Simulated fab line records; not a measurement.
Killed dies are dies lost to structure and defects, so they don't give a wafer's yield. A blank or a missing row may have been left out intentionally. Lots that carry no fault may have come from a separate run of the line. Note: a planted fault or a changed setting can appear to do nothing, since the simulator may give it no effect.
Problem report, 8D (eight disciplines) form, completed by code | flow sky130 | the parts of the form that need people (team, actions taken, sign-off) are left out

1. WHAT WENT WRONG
Wafers free of any fault read 1031 nm (standard deviation 9.9) for VIA1_HDPCVD_THK at SKY_VIA1_THK_MEAS_01, against a mean of 982 nm on 6 wafers of 2 lots. That is -4.9 standard deviations from the usual mean.
First seen on wafer L202.4, day 38 14:36, on film-metro-04. Wafers with a number at this step in the record: 33, from 11 lots. By rule, "out" or "out of limits" means more than 4 standard deviations away from the usual mean. All remaining wafers that have a number are taken as sound.

2. WHAT IT IS AND WHAT IT IS NOT
question                    | is                     | is not
which readings at this step | VIA1_HDPCVD_THK        | -
which lots                  | L202, L203             | L186, L187, L190, L191, L192, L193, L204, L205, L207
which wafers of those lots  | all that have a number | -
read on which gauges        | film-metro-04          | film-metro-01, film-metro-03
when                        | from day 38 14:36      | up to then (18 sound wafers); but 9 sound wafers of L204, L205, L207 came after

3. THE SUSPECTS, EACH WITH WHAT RULES IT OUT
Counting: a tool at a process step up to the reading stays a suspect if it ran every lot that is out and no sound lot after the first of them.
- the gauge at SKY_VIA1_THK_MEAS_01 is ruled out. All the wafers that are out were read on film-metro-04, but those of them that SKY_VIA1_HDPCVD_00 has rows for are out there too, on other tools.
- rie-metal-02 at SKY_METAL1_METAL_ETCH_19 (etches the open film in Cl2/BCl3, stops on SiO2, target depth 360 nm, time 78 s): ruled out as a lasting fault. The sound lots L205 went through it after L202, its earliest lot that is out (day 38 13:49).
- hdpcvd-02 at SKY_VIA1_HDPCVD_00 (deposits SiO2, target thk 1030 nm, time 171.7 s): kept. All lots that are out passed through it, beginning with L202 at day 38 14:31, and no sound lot followed; its final sound lot before that point was L192 at day 35 19:05. Its own run-length-s readings are out on those wafers.
Left after counting: hdpcvd-02 at SKY_VIA1_HDPCVD_00.

4. THE CAUSE (what the simulator had put in)
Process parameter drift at SKY_VIA1_HDPCVD_00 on hdpcvd-02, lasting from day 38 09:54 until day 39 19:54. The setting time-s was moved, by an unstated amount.
Only this tool survived the counting.

5. SEQUENCE OF EFFECTS, ordered by route
One row per reading whose mean, taken over the struck wafers that have a number, lies over 3 standard deviations from the usual. Scope: only readings with a usual standard deviation given in the record; hours: median across lots of the time from each lot's start at the first step in this table that gives one to its start at this step; sigmas: change in usual standard deviations.
hours | step                 | reading         | usual   | on struck wafers | change | sigmas
0     | SKY_VIA1_HDPCVD_00   | run-length-s    | 199.5 s | 190.7            | -8.8   | -14
0     | SKY_VIA1_THK_MEAS_01 | VIA1_HDPCVD_THK | 1031 nm | 982              | -49    | -4.9
Process steps it contains:
- SKY_VIA1_HDPCVD_00: deposits SiO2, target thk 1030 nm, time 171.7 s.
Later measuring or inspecting steps at which every struck wafer that the step has a row for has a number for every such reading, and none has moved that far: SKY_VIA1_OVL_MEAS_13.

6. WHAT WOULD HAVE CAUGHT IT SOONER
The first out-of-limits reading at a measuring or inspecting step in this record came at day 38 14:36, 5 hours after the fault's start at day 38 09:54.
At SKY_VIA1_HDPCVD_00, the tool's own readings (run-length-s) were out on each struck wafer the step has a row for, so an alarm limit on them would have fired on the first such wafer.
Of the lots that are out (2), L203 began SKY_VIA1_HDPCVD_00 on hdpcvd-02 after day 38 14:36. A hold on the tool at that time would have spared it.
